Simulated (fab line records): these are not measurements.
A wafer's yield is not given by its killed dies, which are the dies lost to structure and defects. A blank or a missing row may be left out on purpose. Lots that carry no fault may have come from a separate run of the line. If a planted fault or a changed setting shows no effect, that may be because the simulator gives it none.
Which tool was responsible? -- flow gf180mcu -- 12 lots with 36 wafers sampled at 5 steps, on a route of 602 steps

## WHAT THE GAUGES SHOWED, per wafer
GF_M3_RS_MEAS_05: uses a four-point probe to measure.
lot,measured,on,M3_ALCU_RS (ohm/sq)
L216,day 20 16:27,film_metro-01,0.0703 0.0704 0.0702
L217,day 20 22:04,film_metro-01,0.0699 0.0696 0.0703
L219,day 21 22:04,film_metro-02,0.0699 0.0691 0.0687
L220,day 22 05:31,film_metro-02,0.0701 0.0697 0.0703
L222,day 22 20:31,film_metro-02,0.0710 0.0703 0.0711
L224,day 23 17:55,film_metro-01,0.0686 0.0691 0.0683
L225,day 24 00:22,film_metro-01,0.0692 0.0688 0.0696
L232,day 26 10:08,film_metro-02,0.0703 0.0707 0.0697 0.0703 0.0707 0.0697
L234,day 27 00:07,film_metro-01,0.0695 0.0682 0.0693
L235,day 27 06:14,film_metro-01,0.0695 0.0695 0.0685
L236,day 27 13:35,film_metro-02,0.0699 0.0694 0.0706
L238,day 28 01:23,film_metro-02,0.0712 0.0714 0.0711

## TOOL THAT RAN EACH LOT (tool first, then ch and the chambers of the sampled wafers, then the start)
lot,GF_M2_SPUTTER_03,GF_V2_ETCH_17,GF_V2_SPUTTER_21,GF_M3_SPUTTER_04
L216,"pvd_sputter-02, day 18 13:02","rie_diel-03 ch 0,1, day 20 15:30 or earlier","pvd_sputter-02, day 20 15:30","pvd_sputter-04, day 20 16:22"
L217,"pvd_sputter-04, day 18 18:41","rie_diel-02 ch 0,1,2, day 20 21:08 or earlier","pvd_sputter-03, day 20 21:08","pvd_sputter-02, day 20 22:01"
L219,"pvd_sputter-03, day 19 18:28","rie_diel-02 ch 0,1,3, day 21 21:08 or earlier","pvd_sputter-03, day 21 21:08","pvd_sputter-04, day 21 22:01"
L220,"pvd_sputter-02, day 20 02:18","rie_diel-02 ch 0,3, day 22 04:35 or earlier","pvd_sputter-01, day 22 04:35","pvd_sputter-02, day 22 05:27"
L222,"pvd_sputter-04, day 20 18:02","rie_diel-01 ch 1,3, day 22 19:34 or earlier","pvd_sputter-03, day 22 19:34","pvd_sputter-04, day 22 20:28"
L224,"pvd_sputter-04, day 21 15:49","rie_diel-03 ch 1,2,3, day 23 17:01 or earlier","pvd_sputter-01, day 23 17:01","pvd_sputter-01, day 23 17:53"
L225,"pvd_sputter-02, day 21 23:24","rie_diel-03 ch 2,3, day 23 23:23 or earlier","pvd_sputter-03, day 23 23:23","pvd_sputter-02, day 24 00:17"
L232,"pvd_sputter-04, day 24 12:46","rie_diel-02 ch 1,2,3, day 26 09:10 or earlier","pvd_sputter-01, day 26 09:10","pvd_sputter-02, day 26 10:05"
L234,"pvd_sputter-04, day 25 02:03","rie_diel-02 ch 0,1,2, day 26 23:10 or earlier","pvd_sputter-02, day 26 23:10","pvd_sputter-01, day 27 00:02"
L235,"pvd_sputter-02, day 25 07:56","rie_diel-02 ch 0,1, day 27 05:19 or earlier","pvd_sputter-03, day 27 05:19","pvd_sputter-04, day 27 06:11"
L236,"pvd_sputter-04, day 25 17:27","rie_diel-03 ch 0,2, day 27 12:39 or earlier","pvd_sputter-03, day 27 12:39","pvd_sputter-04, day 27 13:32"
L238,"pvd_sputter-02, day 26 05:51","rie_diel-02 ch 1,2, day 28 00:22 or earlier","pvd_sputter-03, day 28 00:22","pvd_sputter-04, day 28 01:19"
- GF_M2_SPUTTER_03: material Ti, target thk 10 nm, time 6.7 s.
- GF_V2_ETCH_17: etches SiO2 in C4F8/O2/Ar, stops on TiN, target depth 630 nm.
- GF_V2_SPUTTER_21: material Ti, target thk 15 nm, time 80.02 s.
- GF_M3_SPUTTER_04: material TiN, target thk 50 nm, time 41.7 s.

## WHAT THE TOOLS THEMSELVES READ (means of the sampled wafers that have a number; where no wafer has one, the mark that the record gives instead)
GF_M2_SPUTTER_03.
lot,tool,throttle_valve_pct (%)
L216,pvd_sputter-02,29.8
L217,pvd_sputter-04,30.0
L219,pvd_sputter-03,30.2
L220,pvd_sputter-02,30.6
L222,pvd_sputter-04,29.9
L224,pvd_sputter-04,30.3
L225,pvd_sputter-02,30.6
L232,pvd_sputter-04,29.2
L234,pvd_sputter-04,29.5
L235,pvd_sputter-02,30.0
L236,pvd_sputter-04,29.6
L238,pvd_sputter-02,29.8

GF_V2_ETCH_17.
lot,tool,bias_w (W),oes_product_au (a.u.)
L216,rie_diel-03,1207,0.854
L217,rie_diel-02,1201,0.862
L219,rie_diel-02,1195,0.862
L220,rie_diel-02,1201,0.856
L222,rie_diel-01,1201,0.856
L224,rie_diel-03,1198,0.855
L225,rie_diel-03,1196,0.853
L232,rie_diel-02,1200,0.856
L234,rie_diel-02,1200,0.858
L235,rie_diel-02,1202,0.857
L236,rie_diel-03,1198,0.854
L238,rie_diel-02,1199,0.857

GF_V2_SPUTTER_21.
lot,tool,throttle_valve_pct (%)
L216,pvd_sputter-02,30.8
L217,pvd_sputter-03,29.9
L219,pvd_sputter-03,30.0
L220,pvd_sputter-01,30.5
L222,pvd_sputter-03,29.2
L224,pvd_sputter-01,30.7
L225,pvd_sputter-03,29.0
L232,pvd_sputter-01,30.0
L234,pvd_sputter-02,29.2
L235,pvd_sputter-03,30.3
L236,pvd_sputter-03,30.3
L238,pvd_sputter-03,30.8

GF_M3_SPUTTER_04.
lot,tool,throttle_valve_pct (%)
L216,pvd_sputter-04,30.0
L217,pvd_sputter-02,30.0
L219,pvd_sputter-04,30.9
L220,pvd_sputter-02,30.2
L222,pvd_sputter-04,29.6
L224,pvd_sputter-01,30.4
L225,pvd_sputter-02,30.4
L232,pvd_sputter-02,30.4
L234,pvd_sputter-01,29.9
L235,pvd_sputter-04,30.2
L236,pvd_sputter-04,30.6
L238,pvd_sputter-04,29.8

## THE ANSWER, worked out from the rows above alone
Rule: usual is defined by the lots themselves. Put in order of their means at a reading, lots are off if they are a third of the lots or fewer, leave a main group of 4 or more, and stand apart from it by a gap of 3 or more times the standard deviation of the main group's means; of several such gaps the widest counts. A main group is skipped when, at the precision printed for the reading in the tables above, its means are all equal. Also off: a lot with no number at a reading for which 4 or more lots have one. Any other lot the step has rows for is counted as sound. First the gauges in route order, then the tools' own readings, where a lot's mean is used as printed above. The first step at which some lot is off is used, and at that step the reading that is off furthest; a lot without a number counts as furthest.
None of the lots is off at any reading shown; this tells nothing.

## WHAT HAD BEEN PUT IN BY THE SIMULATOR
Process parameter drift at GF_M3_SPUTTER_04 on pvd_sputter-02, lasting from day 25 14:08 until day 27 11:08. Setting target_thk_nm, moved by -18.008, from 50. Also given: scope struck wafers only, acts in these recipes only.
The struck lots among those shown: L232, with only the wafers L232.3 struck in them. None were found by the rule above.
